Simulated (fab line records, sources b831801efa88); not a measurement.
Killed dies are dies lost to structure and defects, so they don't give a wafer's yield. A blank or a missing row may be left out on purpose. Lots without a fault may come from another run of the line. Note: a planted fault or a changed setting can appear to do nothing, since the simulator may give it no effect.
Matching of chambers :: flow sky130 :: SKY_VIA1_CMP_24 on cmp-01 has 4 sister chambers
The step polishes, stops on SiO2, t overpolish 15 s, target thk 0 nm. 16 wafers are shown with their chamber, then 8 later ones without.

WAFERS, EACH WITH ITS CHAMBER
wafer: L111.1
chamber: 2
motor-current-A (A): 10.0
time-to-endpoint-s (s): 65.0
overpolish-run-s (s): 15.005

wafer: L111.3
chamber: 3
motor-current-A (A): 11.2
time-to-endpoint-s (s): 67.5
overpolish-run-s (s): 14.993

wafer: L111.6
chamber: 2
motor-current-A (A): 9.8
time-to-endpoint-s (s): 62.3
overpolish-run-s (s): 14.986

wafer: L115.2
chamber: 3
motor-current-A (A): 11.5
time-to-endpoint-s (s): 64.8
overpolish-run-s (s): 15.004

wafer: L115.3
chamber: 1
motor-current-A (A): 9.7
time-to-endpoint-s (s): 66.0
overpolish-run-s (s): 15.009

wafer: L115.5
chamber: 2
motor-current-A (A): 10.1
time-to-endpoint-s (s): 68.9
overpolish-run-s (s): 14.987

wafer: L116.3
chamber: 1
motor-current-A (A): 9.8
time-to-endpoint-s (s): 64.8
overpolish-run-s (s): 15.008

wafer: L116.4
chamber: 3
motor-current-A (A): 11.1
time-to-endpoint-s (s): 66.4
overpolish-run-s (s): 14.985

wafer: L116.6
chamber: 2
motor-current-A (A): 10.1
time-to-endpoint-s (s): 63.6
overpolish-run-s (s): 14.992

wafer: L119.2
chamber: 3
motor-current-A (A): 10.9
time-to-endpoint-s (s): 63.2
overpolish-run-s (s): 15.016

wafer: L119.3
chamber: 1
motor-current-A (A): 9.6
time-to-endpoint-s (s): 64.7
overpolish-run-s (s): 15.011

wafer: L119.5
chamber: 1
motor-current-A (A): 9.3
time-to-endpoint-s (s): 65.4
overpolish-run-s (s): 14.978

wafer: L121.1
chamber: 1
motor-current-A (A): 9.8
time-to-endpoint-s (s): 65.3
overpolish-run-s (s): 14.994

wafer: L121.2
chamber: 0
motor-current-A (A): 12.4
time-to-endpoint-s (s): 63.4
overpolish-run-s (s): 15.008

wafer: L121.5
chamber: 2
motor-current-A (A): 10.2
time-to-endpoint-s (s): 60.3
overpolish-run-s (s): 14.994

wafer: L122.1
chamber: 0
motor-current-A (A): 12.1
time-to-endpoint-s (s): 61.7
overpolish-run-s (s): 15.003

SIGNATURES, as means of the wafers listed above
reading: motor-current-A
chamber 0: 12.250
chamber 1: 9.640
chamber 2: 10.040
chamber 3: 11.175
scatter within a chamber: 0.203

reading: time-to-endpoint-s
chamber 0: 62.550
chamber 1: 65.240
chamber 2: 64.020
chamber 3: 65.475
scatter within a chamber: 2.14

reading: overpolish-run-s
chamber 0: 15.00550
chamber 1: 15.00000
chamber 2: 14.99280
chamber 3: 14.99950
scatter within a chamber: 0.0115
Rule: a wafer's distance from a chamber is the root of the sum, over the readings, of the square of ((its reading less the chamber's mean) divided by the reading's scatter). If the next closest chamber is less than 2 further off than the closest, the wafer can't be placed; otherwise it belongs to the closest. The scatter: the root of (the sum of the squares of (reading less its chamber's mean) over the shown wafers, divided by (wafers less chambers)).

WAFERS MISSING THEIR CHAMBER
wafer: L122.5
motor-current-A (A): 11.3
time-to-endpoint-s (s): 68.1
overpolish-run-s (s): 14.984

wafer: L122.6
motor-current-A (A): 9.7
time-to-endpoint-s (s): 66.5
overpolish-run-s (s): 15.014

wafer: L130.1
motor-current-A (A): 11.5
time-to-endpoint-s (s): 66.3
overpolish-run-s (s): 15.000

wafer: L130.2
motor-current-A (A): 10.7
time-to-endpoint-s (s): 66.4
overpolish-run-s (s): 15.001

wafer: L130.6
motor-current-A (A): 10.7
time-to-endpoint-s (s): 67.7
overpolish-run-s (s): 15.001

wafer: L132.3
motor-current-A (A): 11.1
time-to-endpoint-s (s): 66.7
overpolish-run-s (s): 15.009

wafer: L132.5
motor-current-A (A): 9.9
time-to-endpoint-s (s): 67.4
overpolish-run-s (s): 14.993

wafer: L132.6
motor-current-A (A): 11.4
time-to-endpoint-s (s): 67.1
overpolish-run-s (s): 14.989

CHAMBER TAKEN BY EACH
wafer: L122.5
from the rows above: 3
in truth: 3

wafer: L122.6
from the rows above: can't be placed: 1 or 2
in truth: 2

wafer: L130.1
from the rows above: 3
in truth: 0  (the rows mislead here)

wafer: L130.2
from the rows above: can't be placed: 3 or 2
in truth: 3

wafer: L130.6
from the rows above: can't be placed: 3 or 2
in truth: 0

wafer: L132.3
from the rows above: 3
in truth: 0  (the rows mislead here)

wafer: L132.5
from the rows above: can't be placed: 2 or 1
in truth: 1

wafer: L132.6
from the rows above: 3
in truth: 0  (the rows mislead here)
Placed correctly: 1 of 8. Can't be placed from these rows: 4 (the true chamber is among the candidates in 3). Wrongly placed: 3.
